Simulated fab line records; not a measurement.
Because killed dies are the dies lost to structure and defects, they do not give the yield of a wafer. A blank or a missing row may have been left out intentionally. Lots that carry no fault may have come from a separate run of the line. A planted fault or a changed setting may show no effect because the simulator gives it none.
Chamber matching | flow gf180mcu | GF_V2_CMP_04 on cmp-01 has 4 sister chambers
The step polishes SiO2. 14 wafers are shown with their chamber, then 7 later ones without.

## WAFERS PAIRED WITH THEIR CHAMBERS
wafer  | chamber | motor-current-A (A) | time-to-endpoint-s (s) | head-pressure-psi (psi)
L818.2 | 1       | 12.2                | 68                     | 4.001
L818.4 | 3       | 13.6                | 76                     | 4.026
L818.5 | 2       | 13.7                | 82                     | 4.015
L820.1 | 3       | 13.6                | 82                     | 3.998
L820.4 | 2       | 13.7                | 89                     | 4.004
L820.6 | 1       | 12.3                | 78                     | 4.003
L825.1 | 3       | 14.6                | 73                     | 4.002
L825.4 | 0       | 12.4                | 71                     | 4.000
L825.5 | 3       | 14.9                | 78                     | 3.996
L826.1 | 2       | 13.9                | 73                     | 3.989
L826.2 | 1       | 12.1                | 79                     | 4.002
L826.3 | 0       | 11.8                | 72                     | 3.997
L831.2 | 1       | 12.1                | 69                     | 4.014
L831.4 | 0       | 12.2                | 73                     | 4.027

SIGNATURES (means of the wafers above)
reading            | chamber 0 | chamber 1 | chamber 2 | chamber 3 | scatter within a chamber
motor-current-A    | 12.133    | 12.175    | 13.767    | 14.175    | 0.401
time-to-endpoint-s | 72.00     | 73.50     | 81.33     | 77.25     | 5.24
head-pressure-psi  | 4.00800   | 4.00500   | 4.00267   | 4.00550   | 0.0126
Rule: for a wafer and a chamber, the distance is found by dividing, reading by reading, the gap between the wafer's reading and the chamber's mean by the reading's scatter, squaring, summing and taking the root. The wafer belongs to the nearest chamber; if the next one is less than 2 further off, it can't be placed. The scatter: the root of (the sum of the squares of (reading less its chamber's mean) over the shown wafers, divided by (wafers less chambers)).

## WAFERS WITH NO CHAMBER GIVEN
wafer  | motor-current-A (A) | time-to-endpoint-s (s) | head-pressure-psi (psi)
L831.5 | 12.7                | 78                     | 4.018
L840.2 | 12.4                | 75                     | 3.987
L840.3 | 11.9                | 75                     | 3.991
L840.4 | 14.2                | 82                     | 3.996
L841.3 | 13.3                | 87                     | 4.003
L841.5 | 14.9                | 91                     | 3.994
L841.6 | 13.7                | 90                     | 3.988

## THE CHAMBER EACH PASSED THROUGH
wafer  | from the rows above               | in truth
L831.5 | can't be placed: 1 or 0 or 2 or 3 | 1
L840.2 | can't be placed: 1 or 0           | 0
L840.3 | can't be placed: 1 or 0           | 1
L840.4 | can't be placed: 3 or 2           | 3
L841.3 | can't be placed: 2 or 3           | 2
L841.5 | can't be placed: 3 or 2           | 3
L841.6 | can't be placed: 2 or 3           | 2
Correctly placed: 0 of 7. Can't be placed from these rows: 7 (the true chamber is among the candidates in 7). Wrongly placed: 0.
